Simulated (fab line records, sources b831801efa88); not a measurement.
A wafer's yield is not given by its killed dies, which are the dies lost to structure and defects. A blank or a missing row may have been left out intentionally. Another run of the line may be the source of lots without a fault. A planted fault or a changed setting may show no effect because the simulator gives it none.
fab line records + flow gf180mcu + part 2 of 2: steps 27 to 37 of 37
record:
- lots: 5
- wafers: 15
- last_day: 33
route steps=602 shown POLY_GATE@163 HV_LDD@176
lots that met no fault: from a run of the same line without faults
start_h: hours from the record's first day to the start of the lot's first wafer shown + wait_h: hours elapsed since this lot's preceding step + " unchanged from the row above + L1.1+2: a row that stands for several wafers + - no value present, or no start provided + * or withheld: withheld + < > ~ a bound
route shown NAME@n: names a module that has steps shown in the file, with the first one's number in the route + usual: mean/standard deviation taken from wafers without a fault + same: alike in all rows + chamber/n: place in a boat + sites: the reading at each site + _std_site: the values' standard deviation + _edge_site: outer sites' mean less inner sites' + radius_mm: how far each site lies from the wafer's centre + mask NAME#n: copy n + behind: the last tool/chamber to shape the wafer + hold: the reason the lot was held/the length of the hold in hours/how it ended + device: whichever transistor did not switch (one of n, p or np) + end of line: tests run on the same wafers once the route is complete + where a step has no rows: the recipe by itself + killed: not the wafer's yield, but the dies lost to structure and defects at the first sort + map: a wafer's dies, marking killed ones x, the rest . and places with no die _
set.NAME: the setting that was run; set.NAME@STEP: the one run at that earlier step + model.NAME: the simulator's own value behind a step, which no gauge read
certain route steps with their lots: each step a table, each wafer a row
services: when a tool's chamber went out of use (start_h, in hours from the record's first day, below 0 if earlier), for how many hours, and the reason
== steps ==
step: GF_HV_LDD_HMDS_13
recipe:
- prime_time_s: 60
- prime_temp_c: 120
| lot.wafer  | tool           | chamber | start_h | wait_h |
|------------|----------------|---------|---------|--------|
| L075.1+2+4 | litho_track-01 | 0       | 230.46  | 0.1    |
| L077.3+5+6 | litho_track-04 | 0       | 252.68  | 0.1    |
| L088.2+3+6 | litho_track-02 | 0       | 329.93  | 0.1    |
| L091.1+3+4 | litho_track-02 | 0       | 350.75  | 0.1    |
| L093.1+5+6 | litho_track-04 | 0       | 366.78  | 0.1    |
step: GF_HV_LDD_COAT_14
recipe:
- resist: NOVOLAK
- spin_rpm: 3000
- resist_thk_nm: 1000
| lot.wafer  | tool           | chamber | start_h | wait_h |
|------------|----------------|---------|---------|--------|
| L075.1+2+4 | litho_track-01 | 0       | 230.61  | 0.1    |
| L077.3+5+6 | litho_track-04 | 0       | 252.83  | 0.1    |
| L088.2+3+6 | litho_track-02 | 0       | 330.08  | 0.1    |
| L091.1+3+4 | litho_track-02 | 0       | 350.90  | 0.1    |
| L093.1+5+6 | litho_track-04 | 0       | 366.93  | 0.1    |
step: GF_HV_LDD_SOFTBAKE_15
recipe:
- temp_c: 90
- time_s: 60
- resist: NOVOLAK
usual:
- heater_power_total_W: 56.60/0.042
| lot.wafer | tool           | chamber | start_h | wait_h | heater_power_total_W |
|-----------|----------------|---------|---------|--------|----------------------|
| L075.1    | litho_track-01 | 0       | 230.76  | 0.1    | 56.63                |
| L075.2    | "              | 0       | "       | "      | 56.63                |
| L075.4    | "              | 0       | "       | "      | 56.51                |
| L077.3    | litho_track-04 | 0       | 252.98  | 0.1    | 56.57                |
| L077.5    | "              | 0       | "       | "      | 56.53                |
| L077.6    | "              | 0       | "       | "      | 56.62                |
| L088.2    | litho_track-02 | 0       | 330.23  | 0.1    | 56.60                |
| L088.3    | "              | 0       | "       | "      | 56.60                |
| L088.6    | "              | 0       | "       | "      | 56.61                |
| L091.1    | litho_track-02 | 0       | 351.05  | 0.1    | 56.64                |
| L091.3    | "              | 0       | "       | "      | 56.59                |
| L091.4    | "              | 0       | "       | "      | 56.56                |
| L093.1    | litho_track-04 | 0       | 367.08  | 0.1    | 56.65                |
| L093.5    | "              | 0       | "       | "      | 56.69                |
| L093.6    | "              | 0       | "       | "      | 56.60                |
step: GF_HV_LDD_EXPOSE_16
recipe:
- mask_id: Pplus_LV_AREA
- target_cd_nm: 400
- na: 0.6
- source_shape: conventional
- sigma_outer: 0.6
- dose_mj: 140
usual:
- stage_vel_mm_s: 500.00/0.26
| lot.wafer | tool             | chamber | start_h | wait_h | mask            | stage_vel_mm_s |
|-----------|------------------|---------|---------|--------|-----------------|----------------|
| L075.1    | iline_stepper-02 | 0       | -       | -      | Pplus_LV_AREA#0 | 500.26         |
| L075.2    | "                | 0       | "       | "      | Pplus_LV_AREA#0 | 499.96         |
| L075.4    | "                | 0       | "       | "      | Pplus_LV_AREA#0 | 500.27         |
| L077.3    | iline_stepper-02 | 0       | -       | -      | Pplus_LV_AREA#0 | 499.90         |
| L077.5    | "                | 0       | "       | "      | Pplus_LV_AREA#0 | 500.19         |
| L077.6    | "                | 0       | "       | "      | Pplus_LV_AREA#0 | 499.80         |
| L088.2    | iline_stepper-02 | 0       | -       | -      | Pplus_LV_AREA#0 | 499.51         |
| L088.3    | "                | 0       | "       | "      | Pplus_LV_AREA#0 | 499.76         |
| L088.6    | "                | 0       | "       | "      | Pplus_LV_AREA#0 | 499.60         |
| L091.1    | iline_stepper-02 | 0       | -       | -      | Pplus_LV_AREA#0 | 499.89         |
| L091.3    | "                | 0       | "       | "      | Pplus_LV_AREA#0 | 500.06         |
| L091.4    | "                | 0       | "       | "      | Pplus_LV_AREA#0 | 499.90         |
| L093.1    | iline_stepper-01 | 0       | -       | -      | Pplus_LV_AREA#0 | 500.27         |
| L093.5    | "                | 0       | "       | "      | Pplus_LV_AREA#0 | 499.86         |
| L093.6    | "                | 0       | "       | "      | Pplus_LV_AREA#0 | 500.02         |
step: GF_HV_LDD_PEB_17
recipe:
- temp_c: withheld
- time_s: *
- resist: NOVOLAK
| lot.wafer  | tool           | chamber | start_h | wait_h |
|------------|----------------|---------|---------|--------|
| L075.1+2+4 | litho_track-01 | 0       | -       | -      |
| L077.3+5+6 | litho_track-01 | 0       | -       | -      |
| L088.2+3+6 | litho_track-01 | 0       | -       | -      |
| L091.1+3+4 | litho_track-02 | 0       | -       | -      |
| L093.1+5+6 | litho_track-01 | 0       | -       | -      |
step: GF_HV_LDD_DEVELOP_18
recipe:
- develop_time_s: 60
- dev_temp_c: 23
| lot.wafer  | tool           | chamber | start_h | wait_h |
|------------|----------------|---------|---------|--------|
| L075.1+2+4 | litho_track-01 | 0       | 239.46  | 0.1    |
| L077.3+5+6 | litho_track-01 | 0       | 262.16  | 0.1    |
| L088.2+3+6 | litho_track-01 | 0       | 341.53  | 0.1    |
| L091.1+3+4 | litho_track-02 | 0       | 362.05  | 0.1    |
| L093.1+5+6 | litho_track-01 | 0       | 378.26  | 0.1    |
step: GF_HV_LDD_CD_MEAS_19
recipe:
- target_cd_nm: 400
usual:
- cd_nm: 399.7/2.6
| lot.wafer | tool      | chamber | start_h | wait_h | cd_nm |
|-----------|-----------|---------|---------|--------|-------|
| L075.1    | cd_sem-01 | -       | 239.61  | 0.1    | 400.2 |
| L075.2    | "         | -       | "       | "      | 398.2 |
| L075.4    | "         | -       | "       | "      | 402.4 |
| L077.3    | cd_sem-01 | -       | 262.30  | 0.1    | 398.7 |
| L077.5    | "         | -       | "       | "      | 396.8 |
| L077.6    | "         | -       | "       | "      | 398.8 |
| L088.2    | cd_sem-01 | -       | 341.68  | 0.1    | 398.4 |
| L088.3    | "         | -       | "       | "      | 398.6 |
| L088.6    | "         | -       | "       | "      | 397.3 |
| L091.1    | cd_sem-02 | -       | 362.20  | 0.1    | 400.4 |
| L091.3    | "         | -       | "       | "      | 397.8 |
| L091.4    | "         | -       | "       | "      | 399.1 |
| L093.1    | cd_sem-02 | -       | 378.41  | 0.1    | 403.8 |
| L093.5    | "         | -       | "       | "      | 405.1 |
| L093.6    | "         | -       | "       | "      | 406.0 |
step: GF_HV_LDD_OVL_MEAS_20
usual:
- HV_LDD_01_OVL: -1.0/1.3
| lot.wafer | tool       | chamber | start_h | wait_h | HV_LDD_01_OVL[nm] |
|-----------|------------|---------|---------|--------|-------------------|
| L075.1    | overlay-02 | -       | 239.73  | 0.1    | -0.6              |
| L075.2    | "          | -       | "       | "      | -1.5              |
| L075.4    | "          | -       | "       | "      | -1.5              |
| L077.3    | overlay-02 | -       | 262.39  | 0.1    | 0.2               |
| L077.5    | "          | -       | "       | "      | 0.8               |
| L077.6    | "          | -       | "       | "      | -0.7              |
| L088.2    | overlay-02 | -       | 341.78  | 0.1    | 0.9               |
| L088.3    | "          | -       | "       | "      | 0.1               |
| L088.6    | "          | -       | "       | "      | -0.4              |
| L091.1    | overlay-01 | -       | 362.32  | 0.1    | -1.7              |
| L091.3    | "          | -       | "       | "      | -0.4              |
| L091.4    | "          | -       | "       | "      | -1.8              |
| L093.1    | overlay-01 | -       | 378.53  | 0.1    | -2.4              |
| L093.5    | "          | -       | "       | "      | -2.0              |
| L093.6    | "          | -       | "       | "      | 0.3               |
step: GF_HV_LDD_IMPLANT_21
recipe:
- species: BF2
- energy_kev: 25
- dose_cm2: 5e+13
- tilt_deg: 7
usual:
- faraday_current_uA: 281/5.4
| lot.wafer | tool         | chamber | start_h | wait_h | faraday_current_uA |
|-----------|--------------|---------|---------|--------|--------------------|
| L075.1    | implanter-01 | 0       | 239.76  | 0.0    | 275                |
| L075.2    | "            | 0       | "       | "      | 280                |
| L075.4    | "            | 0       | "       | "      | 291                |
| L077.3    | implanter-04 | 0       | 262.46  | 0.1    | 287                |
| L077.5    | "            | 0       | "       | "      | 283                |
| L077.6    | "            | 0       | "       | "      | 282                |
| L088.2    | implanter-01 | 0       | 341.84  | 0.0    | 288                |
| L088.3    | "            | 0       | "       | "      | 280                |
| L088.6    | "            | 0       | "       | "      | 277                |
| L091.1    | implanter-04 | 0       | 362.36  | 0.0    | 281                |
| L091.3    | "            | 0       | "       | "      | 278                |
| L091.4    | "            | 0       | "       | "      | 285                |
| L093.1    | implanter-03 | 0       | 378.56  | 0.0    | 277                |
| L093.5    | "            | 0       | "       | "      | 271                |
| L093.6    | "            | 0       | "       | "      | 285                |
step: GF_HV_LDD_STRIP_22
recipe:
- chemistry: O2/N2
- power_w: 1400
- pressure_mtorr: 1500
- platen_temp_c: 250
- o2_flow_sccm: 3000
- n2_flow_sccm: 300
- overash_fraction: 0.5
usual:
- drypump_motor_current_A: 5.8/0.69
- heater_power_w: 337/21
- oes_product_au: 0.716/0.0044
- strip_time_to_endpoint_s: 12.62/0.04
same:
- overash_fraction: 0.5
| lot.wafer | tool            | chamber | start_h | wait_h | drypump_motor_current_A | heater_power_w | oes_product_au | rf_hours_counter_h | strip_time_to_endpoint_s |
|-----------|-----------------|---------|---------|--------|-------------------------|----------------|----------------|--------------------|--------------------------|
| L075.1    | plasma_asher-04 | 0       | 239.91  | 0.1    | 4.7                     | 332            | 0.716          | 12                 | 12.60                    |
| L075.2    | "               | 1       | "       | "      | 5.7                     | 290            | 0.711          | 12                 | 12.64                    |
| L075.4    | "               | 1       | "       | "      | 5.7                     | 297            | 0.725          | -                  | 12.66                    |
| L077.3    | plasma_asher-02 | 0       | 262.60  | 0.1    | 5.2                     | 351            | 0.715          | -                  | 12.57                    |
| L077.5    | "               | 0       | "       | "      | 5.2                     | 349            | 0.711          | -                  | 12.59                    |
| L077.6    | "               | 1       | "       | "      | 6.7                     | 346            | 0.716          | -                  | 12.62                    |
| L088.2    | plasma_asher-03 | 1       | 341.96  | 0.1    | 6.4                     | 354            | 0.714          | 53                 | 12.58                    |
| L088.3    | "               | 1       | "       | "      | 6.4                     | 351            | 0.717          | -                  | 12.58                    |
| L088.6    | "               | 1       | "       | "      | 6.4                     | 365            | 0.719          | -                  | 12.59                    |
| L091.1    | plasma_asher-03 | 1       | 362.51  | 0.1    | 6.4                     | 357            | 0.714          | 56                 | 12.65                    |
| L091.3    | "               | 0       | "       | "      | 5.7                     | 346            | 0.727          | -                  | 12.57                    |
| L091.4    | "               | 1       | "       | "      | 6.4                     | 364            | 0.716          | -                  | 12.59                    |
| L093.1    | plasma_asher-02 | 0       | 378.71  | 0.1    | 5.2                     | 354            | 0.719          | 75                 | 12.55                    |
| L093.5    | "               | 1       | "       | "      | 6.7                     | 328            | 0.716          | -                  | 12.58                    |
| L093.6    | "               | 0       | "       | "      | 5.2                     | 355            | 0.716          | -                  | 12.59                    |
step: GF_HV_LDD_TW_MEAS_23
usual:
- HV_LDD_2_TW: 1049/6.6
| lot.wafer | tool          | chamber | start_h | wait_h | HV_LDD_2_TW |
|-----------|---------------|---------|---------|--------|-------------|
| L075.1    | film_metro-03 | -       | 240.01  | 0.1    | 1050        |
| L075.2    | "             | -       | "       | "      | 1044        |
| L075.4    | "             | -       | "       | "      | 1043        |
| L077.3    | film_metro-03 | -       | 262.68  | 0.1    | 1045        |
| L077.5    | "             | -       | "       | "      | 1049        |
| L077.6    | "             | -       | "       | "      | 1041        |
| L088.2    | film_metro-01 | -       | 342.07  | 0.1    | 1052        |
| L088.3    | "             | -       | "       | "      | 1058        |
| L088.6    | "             | -       | "       | "      | 1057        |
| L091.1    | film_metro-04 | -       | 362.62  | 0.1    | 1035        |
| L091.3    | "             | -       | "       | "      | 1038        |
| L091.4    | "             | -       | "       | "      | 1042        |
| L093.1    | film_metro-03 | -       | 378.81  | 0.1    | 1059        |
| L093.5    | "             | -       | "       | "      | 1053        |
| L093.6    | "             | -       | "       | "      | 1054        |
== services ==
| tool             | chamber | start_h | hours | kind   |
|------------------|---------|---------|-------|--------|
| implanter-01     | -       | 177.48  | 2.0   | repair |
| krf_scanner-02   | -       | 178.24  | 0.6   | repair |
| implanter-01     | -       | 184.90  | 4.7   | repair |
| plasma_asher-02  | -       | 186.13  | 7.7   | repair |
| furnace-01       | -       | 189.19  | 3.3   | pm     |
| iline_stepper-01 | -       | 197.40  | 1.7   | pm     |
| krf_scanner-02   | -       | 203.51  | 3.6   | pm     |
| implanter-04     | -       | 212.63  | 0.8   | repair |
| plasma_asher-04  | -       | 214.02  | 7.5   | repair |
| krf_scanner-02   | -       | 216.42  | 0.3   | repair |
| krf_scanner-02   | -       | 226.58  | 1.0   | pm     |
| krf_scanner-02   | -       | 232.72  | 1.3   | pm     |
| implanter-03     | -       | 234.02  | 0.6   | repair |
| rie_si-02        | 0       | 235.07  | 12.4  | repair |
| krf_scanner-02   | -       | 237.06  | 0.8   | pm     |
| plasma_asher-03  | -       | 261.11  | 20.9  | pm     |
| implanter-04     | -       | 262.56  | 10.8  | pm     |
| iline_stepper-02 | -       | 274.42  | 1.7   | pm     |
| furnace-01       | -       | 306.54  | 2.6   | repair |
| plasma_asher-04  | -       | 317.49  | 0.5   | repair |
| implanter-03     | -       | 332.11  | 3.6   | repair |
| iline_stepper-02 | -       | 353.18  | 28.9  | pm     |
| iline_stepper-01 | -       | 364.27  | 2.0   | repair |
| furnace-01       | -       | 376.51  | 3.1   | pm     |
